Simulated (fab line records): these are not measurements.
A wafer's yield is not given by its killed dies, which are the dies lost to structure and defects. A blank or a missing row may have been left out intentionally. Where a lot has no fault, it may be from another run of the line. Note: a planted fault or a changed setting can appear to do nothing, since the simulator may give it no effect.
8D (eight disciplines) problem report, filled in by code || flow sky130 || the parts of the form that need people (team, actions taken, sign-off) are left out

## 1. PROBLEM STATEMENT
tube_center_temp_C at SKY_GATE_OXIDE_OXIDATION_16 reads a mean of 806 C on 6 wafers of 2 lots; wafers without a fault read 800 C with a standard deviation of 0.068. That is +93 standard deviations from the usual mean.
The step: stabilise 600 s, purge 300 s, target thk 3.57 nm.
Earliest sighting: wafer L427.1 on furnace-01 at day 17 21:43. The record holds 18 wafers of 6 lots with a number at this step. Rule for "out" (also "out of limits"): further than 4 standard deviations from the usual mean. The other wafers with a number count as sound.

## 2. WHAT THIS IS AND IS NOT
{"question": "which readings at this step", "is": "tube_center_temp_C, spike_tc_lower_C, spike_tc_upper_C, tube_center_temp_C_max", "is not": "-"}
{"question": "which lots", "is": "L427, L428", "is not": "L421, L438, L439, L440"}
{"question": "which wafers of those lots", "is": "all that have a number", "is not": "-"}
{"question": "read on which tools", "is": "furnace-01", "is not": "furnace-02"}
{"question": "when", "is": "from day 17 21:43", "is not": "up to then (3 sound wafers); but 9 sound wafers of L438, L439, L440 came after"}

## 3. WHAT RULES OUT EACH SUSPECT
Counting: a tool stays on the suspect list if, at a process step up to the reading, it processed all lots that are out and no sound lot following the first of them.
- furnace-01 at SKY_GATE_OXIDE_OXIDATION_16 (stabilise 600 s, purge 300 s, target thk 3.57 nm): ruled out as a lasting fault. Following L427 (day 17 21:43), the first lot on it that is out, the sound lots L438, L439 were run on it.
Left after counting: nothing in the record.

## 4. THE CAUSE (what the simulator had put in)
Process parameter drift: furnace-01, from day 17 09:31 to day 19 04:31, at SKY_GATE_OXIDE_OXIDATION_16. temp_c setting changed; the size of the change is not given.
Counting ruled it out, wrongly.

## 5. SEQUENCE OF EFFECTS, ordered by route
Rows list readings where the struck wafers' mean (over those with a number) sits beyond 3 standard deviations from the usual. Only readings for which the record gives a usual standard deviation are gone through. hours: the time from each lot's start at the first step in this table that gives one to its start at this step, as a median over the lots. sigmas: the change in usual standard deviations.
{"hours": 0, "step": "SKY_GATE_OXIDE_OXIDATION_16", "reading": "spike_tc_centre_C", "usual": "800.3 C", "on struck wafers": 805.4, "change": "+5.1", "sigmas": "+3.0"}
{"hours": 0, "step": "SKY_GATE_OXIDE_OXIDATION_16", "reading": "spike_tc_lower_C", "usual": "799.8 C", "on struck wafers": 806.5, "change": "+6.7", "sigmas": "+6.1"}
{"hours": 0, "step": "SKY_GATE_OXIDE_OXIDATION_16", "reading": "spike_tc_upper_C", "usual": "799.4 C", "on struck wafers": 805.7, "change": "+6.3", "sigmas": "+6.6"}
{"hours": 0, "step": "SKY_GATE_OXIDE_OXIDATION_16", "reading": "tube_center_temp_C", "usual": "800 C", "on struck wafers": 806, "change": "+6", "sigmas": "+93"}
{"hours": 0, "step": "SKY_GATE_OXIDE_OXIDATION_16", "reading": "tube_center_temp_C_max", "usual": 802.0, "on struck wafers": 808.6, "change": "+6.6", "sigmas": "+21"}
Its process steps:
- SKY_GATE_OXIDE_OXIDATION_16: stabilise 600 s, purge 300 s, target thk 3.57 nm.

## 6. HOW IT WOULD HAVE BEEN CAUGHT EARLIER
In this record no reading fell out of limits until day 17 21:43, 12 hours after the fault had begun at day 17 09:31.
